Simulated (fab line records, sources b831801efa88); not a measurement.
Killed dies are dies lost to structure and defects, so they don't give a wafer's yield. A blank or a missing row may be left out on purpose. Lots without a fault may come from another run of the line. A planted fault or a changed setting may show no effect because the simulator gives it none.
Chamber matching | flow sky130 | SKY_VIA3_ETCH_15 on rie_diel-03: 4 sister chambers
The step etches SiO2 in C4F8/O2/Ar, stops on TiN, target depth 507 nm, time 78 s. 8 wafers are shown with their chamber, then 7 later ones without.

WAFERS WITH THEIR CHAMBER
wafer  | chamber | oes_product_au (a.u.) | chamber_pressure_mTorr (mTorr)
L446.3 | 1       | 0.951                 | 39.95
L448.5 | 3       | 0.940                 | 40.05
L449.1 | 0       | 0.942                 | 40.00
L450.1 | 2       | 0.941                 | 39.97
L450.2 | 0       | 0.940                 | 40.05
L450.3 | 1       | 0.948                 | 40.06
L461.1 | 2       | 0.943                 | 40.00
L461.2 | 3       | 0.945                 | 40.02

WAFERS WITHOUT THEIR CHAMBER
wafer  | oes_product_au (a.u.) | chamber_pressure_mTorr (mTorr)
L461.3 | 0.959                 | 39.96
L462.1 | 0.940                 | 39.97
L462.3 | 0.950                 | 40.03
L462.6 | 0.946                 | 39.99
L468.2 | 0.946                 | 40.01
L468.3 | 0.946                 | 40.03
L468.5 | 0.954                 | 39.95

WHICH CHAMBER EACH WENT THROUGH
wafer  | from the rows above               | in truth
L461.3 | 1                                 | 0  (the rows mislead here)
L462.1 | can't be placed: 2 or 0 or 3      | 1
L462.3 | 1                                 | 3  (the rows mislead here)
L462.6 | can't be placed: 1 or 2 or 3 or 0 | 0
L468.2 | can't be placed: 1 or 3 or 2 or 0 | 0
L468.3 | can't be placed: 3 or 1 or 2 or 0 | 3
L468.5 | 1                                 | 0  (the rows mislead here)
Placed correctly: 0 of 7. Can't be placed from these rows: 4 (the true chamber is among the candidates in 3). Placed wrongly: 3.
How it was worked out, from the rows above alone: a wafer's distance from a chamber is the root of the sum, over the readings, of the square of ((its reading less the chamber's mean) divided by the reading's scatter). The wafer belongs to the nearest chamber; if the next one is less than 2 further off, it can't be placed. A chamber's mean is the mean of its shown wafers. The scatter: the root of (the sum of the squares of (reading less its chamber's mean) over the shown wafers, divided by (wafers less chambers)).
